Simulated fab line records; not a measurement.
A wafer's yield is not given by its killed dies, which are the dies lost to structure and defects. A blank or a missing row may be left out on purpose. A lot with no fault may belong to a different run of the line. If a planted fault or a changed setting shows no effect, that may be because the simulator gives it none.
Which tool did it? || flow gf180mcu || Sampling: 15 lots, 45 wafers, 3 of 602 route steps

WHAT THE GAUGES SHOWED, per wafer
GF_V3_CD_MEAS_14 targets a cd of 260 nm.
{"lot": "L503", "measured": "day 22 01:47", "on": "cd_sem-02", "cd_nm (nm)": "258.7 258.8 259.7"}
{"lot": "L504", "measured": "day 22 17:28", "on": "cd_sem-01", "cd_nm (nm)": "258.9 259.3 258.7"}
{"lot": "L505", "measured": "day 23 02:58", "on": "cd_sem-01", "cd_nm (nm)": "258.5 260.6 259.5"}
{"lot": "L507", "measured": "day 23 22:44", "on": "cd_sem-01", "cd_nm (nm)": "263.1 262.2 262.9"}
{"lot": "L510", "measured": "day 25 05:32", "on": "cd_sem-02", "cd_nm (nm)": "260.3 260.4 260.9"}
{"lot": "L512", "measured": "day 25 10:30", "on": "cd_sem-01", "cd_nm (nm)": "260.2 261.7 260.2"}
{"lot": "L513", "measured": "day 26 01:08", "on": "cd_sem-01", "cd_nm (nm)": "260.3 260.0 260.0"}
{"lot": "L522", "measured": "day 28 14:29", "on": "cd_sem-01", "cd_nm (nm)": "260.2 261.0 260.1"}
{"lot": "L523", "measured": "day 28 19:41", "on": "cd_sem-02", "cd_nm (nm)": "261.4 261.9 261.6"}
{"lot": "L524", "measured": "day 29 04:23", "on": "cd_sem-01", "cd_nm (nm)": "259.1 259.9 261.0"}
{"lot": "L525", "measured": "day 29 12:51", "on": "cd_sem-02", "cd_nm (nm)": "261.8 260.7 260.5"}
{"lot": "L526", "measured": "day 29 18:18", "on": "cd_sem-02", "cd_nm (nm)": "259.8 259.0 260.3"}

WHICH TOOL RAN EACH LOT (tool, then ch and the chambers of the sampled wafers, then the start)
{"lot": "L503", "GF_HV_LDD_EXPOSE_04": "iline_stepper-02 ch 0, day 9 09:36", "GF_M2_METAL_ETCH_16": "rie_metal-01 ch 0,1, day 18 21:48"}
{"lot": "L504", "GF_HV_LDD_EXPOSE_04": "iline_stepper-02 ch 0, day 9 22:39", "GF_M2_METAL_ETCH_16": "rie_metal-01 ch 0,1, day 19 13:23"}
{"lot": "L505", "GF_HV_LDD_EXPOSE_04": "iline_stepper-01 ch 0, day 10 06:01", "GF_M2_METAL_ETCH_16": "rie_metal-02 ch 1, day 19 23:08"}
{"lot": "L507", "GF_HV_LDD_EXPOSE_04": "iline_stepper-02 ch 0, day 10 20:58", "GF_M2_METAL_ETCH_16": "rie_metal-01 ch 0,1, day 20 19:08"}
{"lot": "L510", "GF_HV_LDD_EXPOSE_04": "iline_stepper-02 ch 0, day 11 21:14", "GF_M2_METAL_ETCH_16": "rie_metal-02 ch 0,1, day 22 03:41"}
{"lot": "L512", "GF_HV_LDD_EXPOSE_04": "iline_stepper-01 ch 0, day 12 06:06", "GF_M2_METAL_ETCH_16": "rie_metal-02 ch 0,1, day 22 11:05"}
{"lot": "L513", "GF_HV_LDD_EXPOSE_04": "iline_stepper-02 ch 0, day 12 16:45", "GF_M2_METAL_ETCH_16": "rie_metal-02 ch 0, day 23 01:14"}
{"lot": "L514", "GF_HV_LDD_EXPOSE_04": "iline_stepper-01, day 12 23:44", "GF_M2_METAL_ETCH_16": "-"}
{"lot": "L515", "GF_HV_LDD_EXPOSE_04": "iline_stepper-01, day 13 03:23", "GF_M2_METAL_ETCH_16": "-"}
{"lot": "L516", "GF_HV_LDD_EXPOSE_04": "iline_stepper-01, day 13 15:08", "GF_M2_METAL_ETCH_16": "-"}
{"lot": "L522", "GF_HV_LDD_EXPOSE_04": "iline_stepper-02 ch 0, day 15 13:09", "GF_M2_METAL_ETCH_16": "rie_metal-01 ch 0,1, day 25 22:01"}
{"lot": "L523", "GF_HV_LDD_EXPOSE_04": "iline_stepper-01 ch 0, day 15 13:24", "GF_M2_METAL_ETCH_16": "rie_metal-01 ch 0,1, day 26 03:02"}
{"lot": "L524", "GF_HV_LDD_EXPOSE_04": "iline_stepper-02 ch 0, day 15 23:00", "GF_M2_METAL_ETCH_16": "rie_metal-04 ch 0, day 26 13:16"}
{"lot": "L525", "GF_HV_LDD_EXPOSE_04": "iline_stepper-01 ch 0, day 16 07:56", "GF_M2_METAL_ETCH_16": "rie_metal-02 ch 0,1, day 26 21:32"}
{"lot": "L526", "GF_HV_LDD_EXPOSE_04": "iline_stepper-02 ch 0, day 16 15:19", "GF_M2_METAL_ETCH_16": "rie_metal-02 ch 0,1, day 27 04:03"}
- GF_HV_LDD_EXPOSE_04: exposes mask Nplus LV AREA, target cd 400 nm.
- GF_M2_METAL_ETCH_16: etches the open film in Cl2/BCl3, stops on SiO2, target depth 627.5 nm, time 104.6 s.

WHAT THE TOOLS THEMSELVES READ (means of the sampled wafers that have a number; where no wafer has one, the mark that the record gives instead)
GF_HV_LDD_EXPOSE_04.
{"lot": "L503", "tool": "iline_stepper-02", "exposure_dose_mJ_cm2": 139.85, "focus_offset_nm (nm)": 0.3, "reticle_temp_C (C)": 22.95}
{"lot": "L504", "tool": "iline_stepper-02", "exposure_dose_mJ_cm2": 139.92, "focus_offset_nm (nm)": 0.5, "reticle_temp_C (C)": 22.94}
{"lot": "L505", "tool": "iline_stepper-01", "exposure_dose_mJ_cm2": 140.06, "focus_offset_nm (nm)": -1.0, "reticle_temp_C (C)": 22.89}
{"lot": "L507", "tool": "iline_stepper-02", "exposure_dose_mJ_cm2": 139.80, "focus_offset_nm (nm)": 0.6, "reticle_temp_C (C)": 23.06}
{"lot": "L510", "tool": "iline_stepper-02", "exposure_dose_mJ_cm2": 140.06, "focus_offset_nm (nm)": -0.5, "reticle_temp_C (C)": 22.96}
{"lot": "L512", "tool": "iline_stepper-01", "exposure_dose_mJ_cm2": 139.87, "focus_offset_nm (nm)": 0.3, "reticle_temp_C (C)": 23.13}
{"lot": "L513", "tool": "iline_stepper-02", "exposure_dose_mJ_cm2": 139.99, "focus_offset_nm (nm)": -0.0, "reticle_temp_C (C)": 23.12}
{"lot": "L514", "tool": "iline_stepper-01", "exposure_dose_mJ_cm2": "-", "focus_offset_nm (nm)": "-", "reticle_temp_C (C)": "-"}
{"lot": "L515", "tool": "iline_stepper-01", "exposure_dose_mJ_cm2": "-", "focus_offset_nm (nm)": "-", "reticle_temp_C (C)": "-"}
{"lot": "L516", "tool": "iline_stepper-01", "exposure_dose_mJ_cm2": "-", "focus_offset_nm (nm)": "-", "reticle_temp_C (C)": "-"}
{"lot": "L522", "tool": "iline_stepper-02", "exposure_dose_mJ_cm2": 139.99, "focus_offset_nm (nm)": -0.2, "reticle_temp_C (C)": 22.93}
{"lot": "L523", "tool": "iline_stepper-01", "exposure_dose_mJ_cm2": 139.88, "focus_offset_nm (nm)": -0.9, "reticle_temp_C (C)": 23.09}
{"lot": "L524", "tool": "iline_stepper-02", "exposure_dose_mJ_cm2": 140.22, "focus_offset_nm (nm)": 0.0, "reticle_temp_C (C)": 22.89}
{"lot": "L525", "tool": "iline_stepper-01", "exposure_dose_mJ_cm2": 139.82, "focus_offset_nm (nm)": 0.4, "reticle_temp_C (C)": 23.03}
{"lot": "L526", "tool": "iline_stepper-02", "exposure_dose_mJ_cm2": 140.03, "focus_offset_nm (nm)": 0.2, "reticle_temp_C (C)": 23.07}

GF_M2_METAL_ETCH_16.
{"lot": "L503", "tool": "rie_metal-01", "drypump_motor_current_A (A)": 5.8, "oes_product_au (a.u.)": 0.974, "throttle_valve_pct (%)": 28.237}
{"lot": "L504", "tool": "rie_metal-01", "drypump_motor_current_A (A)": 5.7, "oes_product_au (a.u.)": 0.972, "throttle_valve_pct (%)": 28.250}
{"lot": "L505", "tool": "rie_metal-02", "drypump_motor_current_A (A)": 5.4, "oes_product_au (a.u.)": 0.974, "throttle_valve_pct (%)": 28.236}
{"lot": "L507", "tool": "rie_metal-01", "drypump_motor_current_A (A)": 5.7, "oes_product_au (a.u.)": 0.973, "throttle_valve_pct (%)": 28.254}
{"lot": "L510", "tool": "rie_metal-02", "drypump_motor_current_A (A)": 5.9, "oes_product_au (a.u.)": 0.976, "throttle_valve_pct (%)": 28.254}
{"lot": "L512", "tool": "rie_metal-02", "drypump_motor_current_A (A)": 5.9, "oes_product_au (a.u.)": 0.973, "throttle_valve_pct (%)": 28.250}
{"lot": "L513", "tool": "rie_metal-02", "drypump_motor_current_A (A)": 6.1, "oes_product_au (a.u.)": 0.970, "throttle_valve_pct (%)": 28.246}
{"lot": "L522", "tool": "rie_metal-01", "drypump_motor_current_A (A)": 5.8, "oes_product_au (a.u.)": 0.970, "throttle_valve_pct (%)": 28.260}
{"lot": "L523", "tool": "rie_metal-01", "drypump_motor_current_A (A)": 5.7, "oes_product_au (a.u.)": 0.971, "throttle_valve_pct (%)": 28.246}
{"lot": "L524", "tool": "rie_metal-04", "drypump_motor_current_A (A)": 5.4, "oes_product_au (a.u.)": 0.965, "throttle_valve_pct (%)": 28.261}
{"lot": "L525", "tool": "rie_metal-02", "drypump_motor_current_A (A)": 5.9, "oes_product_au (a.u.)": 0.958, "throttle_valve_pct (%)": 28.258}
{"lot": "L526", "tool": "rie_metal-02", "drypump_motor_current_A (A)": 5.9, "oes_product_au (a.u.)": 0.977, "throttle_valve_pct (%)": 28.241}

THE ANSWER, worked out from the rows above alone
Rule: what is usual is taken from the lots themselves. Put in order of their means at a reading, lots are off if they are a third of the lots or fewer, leave a main group of 4 or more, and stand apart from it by a gap of 3 or more times the standard deviation of the main group's means; of several such gaps the widest counts. The tables above print the reading to a certain number of digits; a main group whose means all agree to those digits is not used. A lot without any number at a reading at which 4 lots or more have one is off too. Any other lot the step has rows for is counted as sound. The gauges are gone through in route order, then the tools' own readings, and for those a lot's mean is taken as printed above. At the first step where some lot is off, the reading lying furthest off is the one used; lots without a number count as furthest.
Off: L514, L515, L516, at GF_HV_LDD_EXPOSE_04 (exposure_dose_mJ_cm2). Without a number there: L514, L515, L516. Main group: mean 139.96, sd 0.12.
A tool fits if, at that step or a process step before it, it ran every lot that is off, and no sound lot after the first of them. Not one of the candidates tried fits.

WHAT WAS PUT IN BY THE SIMULATOR
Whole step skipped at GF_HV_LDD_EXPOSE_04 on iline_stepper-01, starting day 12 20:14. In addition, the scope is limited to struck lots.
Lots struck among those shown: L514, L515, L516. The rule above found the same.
